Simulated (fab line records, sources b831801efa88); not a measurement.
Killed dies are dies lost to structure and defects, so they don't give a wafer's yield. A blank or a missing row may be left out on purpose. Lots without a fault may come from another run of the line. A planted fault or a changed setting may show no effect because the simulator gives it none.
A struck lot beside a sound one | flow sfq_line | 14 steps out of a route of 325
Sound: wafers L292.2, L292.4, L292.5. Struck: wafers L286.2, L286.4, L286.5. The cause comes at the end.
At each step with rows: each side's tool, then ch and its chambers, then its first start. Under that, the readings that differ: sound wafers | struck wafers | difference of the means | sigmas: that difference in standard deviations of wafers without a fault.
alike: readings whose means differ by less than 2 such deviations, and words and numbers that are the same on both sides. not compared: withheld readings, readings that some wafer has no value for, bounds like >300 that may hide the same value, and numbers for which the record gives no deviation and whose values overlap.
The two part at a step that has a row with sigmas, a row that says differs or no value, or rows on one side only. Numbers that don't overlap but have no deviation are shown without sigmas and don't part them. A reading that every wafer of one side lacks parts them only if that side has two wafers or more.

first, 3 steps without rows for these wafers: SFQ_TRILAYER_I7_VIA_LITHO_EXPOSE_188 (exposes mask I7, target cd 1000 nm); SFQ_TRILAYER_I7_VIA_LITHO_PEB_190 (peb time 60 s); SFQ_TRILAYER_I7_VIA_LITHO_DEVELOP_189 (time 60 s).
SFQ_I7_OVL_MEAS_947:
  sound on overlay-01, day 88 06:23; struck on overlay-01, day 86 04:38
  alike: I7_OVL
SFQ_TRILAYER_I7_VIA_BARC_OPEN_VIA_ETCH_260: etches BARC in O2, target depth 125 nm, time 41.7 s.
  sound on rie_diel-02 ch 1,2,3, day 88 06:25; struck on rie_diel-03 ch 0,1,2, day 86 04:40
  alike: drypump_motor_current_A, oes_product_au
  not compared: rf_hours_counter_h
SFQ_TRILAYER_I7_VIA_ETCH_VIA_ETCH_190: etches SiO2 in CHF3, stops on Nb, target depth 260 nm.
  sound on rie_diel-02 ch 1,2,3, day 88 06:27; struck on rie_diel-03 ch 0,1,2, day 86 04:42
  alike: drypump_motor_current_A, oes_product_au
SFQ_TRILAYER_I7_VIA_STRIP_STRIP_191: strips in O2.
  sound on rie_metal-04 ch 0, day 88 06:34; struck on rie_metal-04 ch 0,1, day 86 04:49
  alike: drypump_motor_current_A, oes_product_au
  not compared: rf_hours_counter_h
then, 5 steps without rows for these wafers: SFQ_TRILAYER_I7_VIA_STRIP_SOLV_CLEAN_192 (cleans in NMP, time 600 s); SFQ_TRILAYER_M8_LITHO_LOR_COAT_197; SFQ_TRILAYER_M8_LITHO_LOR_BAKE_198; SFQ_TRILAYER_M8_LITHO_COAT_193 (resist thk 600 nm); SFQ_TRILAYER_M8_LITHO_SOFTBAKE_199.
SFQ_TRILAYER_M8_LITHO_EXPOSE_194: exposes mask M8, target cd 2000 nm.
  sound on krf_scanner-01 ch 0, day 88 11:06; struck on krf_scanner-01, day 86 12:58
  no value came back on the struck wafers for exposure_dose_mJ_cm2, focus_offset_nm (nm); on the sound wafers exposure_dose_mJ_cm2 reads 14.408 14.410 14.418
  alike: mask
then, 1 step without rows for these wafers: SFQ_TRILAYER_M8_LITHO_PEB_196 (peb time 60 s).

WHERE THEY PART
Only at SFQ_TRILAYER_M8_LITHO_EXPOSE_194, within this record.

WHY: what the simulator had put in
Skipped step whole: krf_scanner-01, from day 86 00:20 on, at SFQ_TRILAYER_M8_LITHO_EXPOSE_194. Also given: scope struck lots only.
